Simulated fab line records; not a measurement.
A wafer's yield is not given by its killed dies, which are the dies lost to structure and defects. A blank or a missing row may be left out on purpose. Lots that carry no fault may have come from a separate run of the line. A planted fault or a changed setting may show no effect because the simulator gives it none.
Which tool was responsible? -- flow gf180mcu -- 45 wafers from 15 lots sampled at 4 of the route's 602 steps

== WHAT THE GAUGES READ, wafer by wafer ==
GF_VT_IMPLANT_TW_MEAS_21. Usual: VT_IMPLANT_2_TW typically reads 1203, with standard deviation 7.5.
lot,measured,on,VT_IMPLANT_2_TW,flag
L351,day 6 03:26,filmMetro-01,1213 1211 1207,
L352,day 6 16:12,filmMetro-01,1214 1218 1214,
L353,day 6 19:17,filmMetro-04,1203 1200 1196,
L354,day 6 23:12,filmMetro-01,1213 1215 1209,
L355,day 7 09:30,filmMetro-01,1210 1211 1213,
L357,day 7 19:34,filmMetro-01,1212 1208 1206,
L356,day 7 20:05,filmMetro-03,1191 1190 1192,
L359,day 8 09:22,filmMetro-03,1193 1196 1188,
L360,day 8 17:49,filmMetro-04,1196 1202 1201,
L363,day 9 08:47,filmMetro-03,1203 1198 1200,
L368,day 10 16:44,filmMetro-03,1194 1200 1191,
L369,day 11 00:43,filmMetro-03,1202 1195 1200,
L370,day 11 05:12,filmMetro-03,1202 1200 1211,
L371,day 11 12:49,filmMetro-03,1203 1201 1199,
L372,day 11 19:21,filmMetro-01,1213 1219 1216,

GF_POLY_GATE_THK_MEAS_01. Usual: POLY_GATE_CVD_00_THK typically reads 200.6 nm, with standard deviation 1.4.
lot,measured,on,POLY_GATE_CVD_00_THK (nm),flag
L351,day 8 07:24,filmMetro-03,202.8 204.5 201.9,
L352,day 8 23:39,filmMetro-03,198.7 198.2 198.4,
L353,day 9 02:56,filmMetro-03,199.0 199.5 199.6,
L354,day 9 04:30,filmMetro-02,200.5 201.3 199.5,
L355,day 9 18:32,filmMetro-03,200.0 200.9 199.7,
L357,day 10 04:44,filmMetro-04,200.0 200.5 201.9,
L356,day 10 05:08,filmMetro-04,201.7 200.9 200.5,
L359,day 10 20:50,filmMetro-03,199.0 198.6 199.2,
L360,day 11 04:59,filmMetro-03,200.1 200.6 200.0,
L363,day 11 23:01,filmMetro-02,199.7 202.8 201.1,
L368,day 13 08:19,filmMetro-04,198.5 199.5 200.6,
L369,day 13 18:22,filmMetro-04,296.8 295.9 297.2,OFF
L370,day 13 21:19,filmMetro-04,295.4 294.4 294.3,OFF
L371,day 14 05:55,filmMetro-03,296.7 296.3 296.3,OFF
L372,day 14 13:05,filmMetro-04,202.2 202.1 201.8,

== TOOL THAT RAN EACH LOT (tool first, then ch and the chambers of the sampled wafers, then the start) ==
lot,GF_VT_IMPLANT_RTA_45,GF_POLY_GATE_CVD_00
L351,"rtpAnneal-01 ch 0, day 7 10:34","lpcvd-02 ch 1, day 8 06:04"
L352,"rtpAnneal-01 ch 0, day 8 00:57","lpcvd-01 ch 1, day 8 22:19"
L353,"rtpAnneal-01 ch 0, day 8 05:00","lpcvd-02 ch 0, day 9 01:35"
L354,"rtpAnneal-02 ch 0, day 8 05:34","lpcvd-01 ch 0, day 9 03:08"
L355,"rtpAnneal-01 ch 0, day 8 18:43","lpcvd-02 ch 0, day 9 17:12"
L357,"rtpAnneal-01 ch 0, day 9 05:18","lpcvd-01 ch 0, day 10 03:22"
L356,"rtpAnneal-02 ch 0, day 9 06:20","lpcvd-02 ch 0, day 10 03:47"
L359,"rtpAnneal-02 ch 0, day 9 21:11","lpcvd-02 ch 1, day 10 19:30"
L360,"rtpAnneal-01 ch 0, day 10 05:00","lpcvd-02 ch 1, day 11 03:40"
L363,"rtpAnneal-02 ch 0, day 10 21:02","lpcvd-02 ch 1, day 11 21:01"
L368,"rtpAnneal-02 ch 0, day 12 06:35","lpcvd-01 ch 1, day 13 06:59"
L369,"rtpAnneal-02 ch 0, day 12 15:49","lpcvd-01 ch 0, day 13 17:00"
L370,"rtpAnneal-01 ch 0, day 12 20:04","lpcvd-01 ch 0, day 13 19:58"
L371,"rtpAnneal-02 ch 0, day 13 04:22","lpcvd-01 ch 0, day 14 04:33"
L372,"rtpAnneal-02 ch 0, day 13 10:54","lpcvd-02 ch 0, day 14 11:45"
- GF_VT_IMPLANT_RTA_45: time 30 s.
- GF_POLY_GATE_CVD_00: deposits poly-Si, target thk 200 nm, time 1200 s.

== AS READ BY THE TOOLS THEMSELVES (means over the sampled wafers that have a number; for cases with no such wafer, the mark the record gives instead) ==
GF_VT_IMPLANT_RTA_45. Usual: lampPowerPct 35 %, standard deviation 3.7; wafer_temp_C_max 1058.5, standard deviation 1.9.
lot,tool,lampPowerPct (%),wafer_temp_C_max,flag
L351,rtpAnneal-01,39,1059.7,
L352,rtpAnneal-01,39,1059.9,
L353,rtpAnneal-01,39,1060.4,
L354,rtpAnneal-02,32,1058.3,
L355,rtpAnneal-01,39,1058.7,
L357,rtpAnneal-01,39,1061.6,
L356,rtpAnneal-02,32,1057.6,
L359,rtpAnneal-02,32,1058.5,
L360,rtpAnneal-01,40,1058.6,
L363,rtpAnneal-02,32,1059.2,
L368,rtpAnneal-02,32,1058.0,
L369,rtpAnneal-02,32,1056.4,
L370,rtpAnneal-01,39,1058.3,
L371,rtpAnneal-02,32,1058.0,
L372,rtpAnneal-02,32,1057.4,

== THE ANSWER, worked out from the rows above alone ==
Rule: a lot is off if the mean of its wafers that have a number lies more than 3 standard deviations from the usual mean. A lot without any number at a reading at which 4 lots or more have one is off too. Any other lot the step has rows for is counted as sound. After the gauges, taken in route order, come the tools' own readings; for these a lot's mean is taken, as printed above. At the first step where some lot is off, the reading lying furthest off is the one used; lots without a number count as furthest.
Off: at GF_POLY_GATE_THK_MEAS_01 (POLY_GATE_CVD_00_THK), L369, L370, L371.
A tool fits if, at a process step before that reading, it ran every lot that is off, and no sound lot after the first of them. Those tools and the gauges at GF_POLY_GATE_THK_MEAS_01 are tried in the same way. One fits: GF_POLY_GATE_CVD_00 on lpcvd-01. A fault onset in the window from L368 (day 13 06:59, its last sound lot) to L369 (day 13 17:00, its first lot off) fits.

== WHAT THE SIMULATOR PUT IN ==
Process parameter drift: lpcvd-01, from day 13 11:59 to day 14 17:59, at GF_POLY_GATE_CVD_00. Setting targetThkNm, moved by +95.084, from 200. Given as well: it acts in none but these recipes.
Struck lots among those shown: L369, L370, L371. The rule above reached the same finding.
